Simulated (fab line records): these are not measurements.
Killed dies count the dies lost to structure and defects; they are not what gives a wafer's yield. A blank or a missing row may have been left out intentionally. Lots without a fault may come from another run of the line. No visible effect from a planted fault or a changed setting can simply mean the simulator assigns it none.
Which tool did it? -- flow sky130 -- Sampling: 12 lots, 36 wafers, 5 of 708 route steps

WHAT THE GAUGES SHOWED, per wafer
SKY_VT_ADJUST_NCORE_CD_MEAS_07 targets a cd of 380 nm. Usual: cd_nm 379.7 nm, standard deviation 2.9.
lot,measured,on,cd_nm (nm),flag
L297,day 8 17:03,cd_sem-01,377.7 381.2 379.6,
L298,day 8 20:42,cd_sem-01,377.3 376.0 374.4,
L301,day 9 17:39,cd_sem-02,379.0 381.7 377.7,
L302,day 10 02:24,cd_sem-01,378.6 378.9 379.4,
L304,day 10 16:52,cd_sem-01,381.0 381.3 381.3,
L305,day 10 21:21,cd_sem-02,383.0 383.2 384.1,
L308,day 11 22:10,cd_sem-02,384.9 384.9 387.4,
L311,day 12 20:12,cd_sem-01,381.9 384.1 381.2,
L317,day 14 10:08,cd_sem-02,374.8 375.9 377.4,
L318,day 14 18:22,cd_sem-01,377.8 378.6 377.6,
L319,day 15 02:33,cd_sem-02,385.6 384.1 382.9,
L320,day 15 11:27,cd_sem-01,376.4 377.9 376.6,

SKY_SONOS_ONO_CD_MEAS_13 targets a cd of 410 nm. Usual: cd_nm 409.8 nm, standard deviation 2.4.
lot,measured,on,cd_nm (nm),flag
L297,day 12 17:08,cd_sem-02,413.4 413.7 414.9,
L298,day 13 00:28,cd_sem-02,406.4 408.4 407.0,
L301,day 13 20:12,cd_sem-02,409.8 409.2 408.5,
L302,day 14 09:54,cd_sem-01,409.6 408.4 407.3,
L304,day 15 03:30,cd_sem-02,407.4 407.0 405.9,
L305,day 15 09:15,cd_sem-02,410.1 409.5 411.9,
L308,day 16 16:55,cd_sem-02,411.3 412.6 410.8,
L311,day 17 12:18,cd_sem-01,407.9 410.6 410.7,
L317,day 19 08:29,cd_sem-01,424.0 425.0 422.7,OFF
L318,day 19 20:01,cd_sem-02,422.2 419.2 422.0,OFF
L319,day 20 06:47,cd_sem-01,409.7 409.2 407.6,
L320,day 20 13:40,cd_sem-01,405.5 407.4 407.7,

EACH LOT AND THE TOOL THAT RAN IT (in order: tool; ch and the chambers of the sampled wafers; start)
lot,SKY_VT_ADJUST_NCORE_STRIP_10,SKY_VT_ADJUST_HVTR_STRIP_10,SKY_SONOS_ONO_DEVELOP_12
L297,"plasma_asher-03 ch 0,1, day 8 17:21","plasma_asher-01 ch 0,1, day 9 15:10","litho_track-03 ch 0, day 12 16:59"
L298,"plasma_asher-03 ch 0,1, day 8 21:00","plasma_asher-03 ch 0,1, day 9 18:37","litho_track-01 ch 0, day 13 00:19"
L301,"plasma_asher-02 ch 0,1, day 9 17:56","plasma_asher-04 ch 0,1, day 10 16:08","litho_track-04 ch 0, day 13 20:03"
L302,"plasma_asher-03 ch 0,1, day 10 02:41","plasma_asher-04 ch 1, day 11 01:25","litho_track-04 ch 0, day 14 09:45"
L304,"plasma_asher-02 ch 0,1, day 10 17:10","plasma_asher-01 ch 0,1, day 11 16:34","litho_track-01 ch 0, day 15 03:22"
L305,"plasma_asher-03 ch 0,1, day 10 21:39","plasma_asher-04 ch 0,1, day 11 21:05","litho_track-01 ch 0, day 15 09:07"
L308,"plasma_asher-02 ch 0,1, day 11 22:28","plasma_asher-01 ch 0,1, day 12 22:46","litho_track-01 ch 0, day 16 16:46"
L311,"plasma_asher-01 ch 0, day 12 20:29","plasma_asher-03 ch 0,1, day 13 22:16","litho_track-04 ch 0, day 17 12:09"
L317,"plasma_asher-03 ch 0,1, day 14 10:25","plasma_asher-03 ch 1, day 15 11:28","litho_track-01 ch 0, day 19 08:20"
L318,"plasma_asher-03 ch 0,1, day 14 18:39","plasma_asher-04 ch 0,1, day 15 20:31","litho_track-01 ch 0, day 19 19:47"
L319,"plasma_asher-02 ch 0,1, day 15 02:51","plasma_asher-03 ch 0,1, day 16 05:17","litho_track-03 ch 0, day 20 06:38"
L320,"plasma_asher-01 ch 1, day 15 11:44","plasma_asher-04 ch 0,1, day 16 14:40","litho_track-03 ch 0, day 20 13:31"
- SKY_VT_ADJUST_NCORE_STRIP_10: strips in O2/N2.
- SKY_VT_ADJUST_HVTR_STRIP_10: strips in O2/N2.
- SKY_SONOS_ONO_DEVELOP_12: develop time 60 s.

AS READ BY THE TOOLS THEMSELVES (means over the sampled wafers that have a number; for cases with no such wafer, the mark the record gives instead)
SKY_VT_ADJUST_NCORE_STRIP_10. Usual: drypump_motor_current_A 5.6 A, standard deviation 0.56; n2_flow_sccm 300.1 sccm, standard deviation 0.91; oes_product_au 0.715 a.u., standard deviation 0.0045; strip_time_to_endpoint_s 14.18 s, standard deviation 0.033.
lot,tool,drypump_motor_current_A (A),n2_flow_sccm (sccm),oes_product_au (a.u.),strip_time_to_endpoint_s (s),flag
L297,plasma_asher-03,5.7,299.8,0.717,14.20,
L298,plasma_asher-03,5.6,299.8,0.714,14.20,
L301,plasma_asher-02,5.6,300.8,0.715,14.23,
L302,plasma_asher-03,5.6,301.0,0.715,14.18,
L304,plasma_asher-02,5.7,300.9,0.715,14.15,
L305,plasma_asher-03,5.7,300.3,0.714,14.15,
L308,plasma_asher-02,5.2,300.8,0.713,14.15,
L311,plasma_asher-01,6.5,299.2,0.713,14.24,
L317,plasma_asher-03,5.7,299.9,0.713,14.13,
L318,plasma_asher-03,5.6,299.9,0.713,14.15,
L319,plasma_asher-02,5.2,299.4,0.720,14.22,
L320,plasma_asher-01,5.0,300.3,0.716,14.16,

SKY_VT_ADJUST_HVTR_STRIP_10. Usual: drypump_motor_current_A 5.9 A, standard deviation 0.52; n2_flow_sccm 299.9 sccm, standard deviation 0.8; oes_product_au 0.715 a.u., standard deviation 0.0046; strip_time_to_endpoint_s 14.17 s, standard deviation 0.04.
lot,tool,drypump_motor_current_A (A),n2_flow_sccm (sccm),oes_product_au (a.u.),strip_time_to_endpoint_s (s),flag
L297,plasma_asher-01,6.1,299.8,0.717,14.20,
L298,plasma_asher-03,5.7,299.6,0.715,14.18,
L301,plasma_asher-04,6.3,299.6,0.716,14.16,
L302,plasma_asher-04,6.2,299.6,0.713,14.16,
L304,plasma_asher-01,5.6,300.3,0.717,14.14,
L305,plasma_asher-04,6.3,300.8,0.715,14.22,
L308,plasma_asher-01,5.5,299.6,0.715,14.21,
L311,plasma_asher-03,5.6,299.5,0.718,14.14,
L317,plasma_asher-03,5.8,300.6,0.717,14.22,
L318,plasma_asher-04,6.3,299.1,0.717,14.20,
L319,plasma_asher-03,5.5,300.4,0.710,14.17,
L320,plasma_asher-04,6.2,300.1,0.712,14.17,

THE ANSWER, worked out from the rows above alone
Rule: a lot counts as off when the mean over its wafers that have a number is more than 3 standard deviations away from the usual mean. Also off: a lot with no number at a reading for which 4 or more lots have one. Any other lot the step has rows for is counted as sound. Order of review: gauges by route order, followed by the tools' own readings, for which a lot's mean as printed above is used. At the first step where some lot is off, the reading lying furthest off is the one used; lots without a number count as furthest.
Off, at SKY_SONOS_ONO_CD_MEAS_13 on cd_nm: L317, L318.
If a tool, at a process step before that reading, ran all the lots that are off and no sound lot after the first of them, it fits. Those tools and the gauges at SKY_SONOS_ONO_CD_MEAS_13 are tried in the same way. 2 tools fit, plasma_asher-03 at SKY_VT_ADJUST_NCORE_STRIP_10 and litho_track-01 at SKY_SONOS_ONO_DEVELOP_12, so this cannot tell which one it is.

WHAT WAS PUT IN BY THE SIMULATOR
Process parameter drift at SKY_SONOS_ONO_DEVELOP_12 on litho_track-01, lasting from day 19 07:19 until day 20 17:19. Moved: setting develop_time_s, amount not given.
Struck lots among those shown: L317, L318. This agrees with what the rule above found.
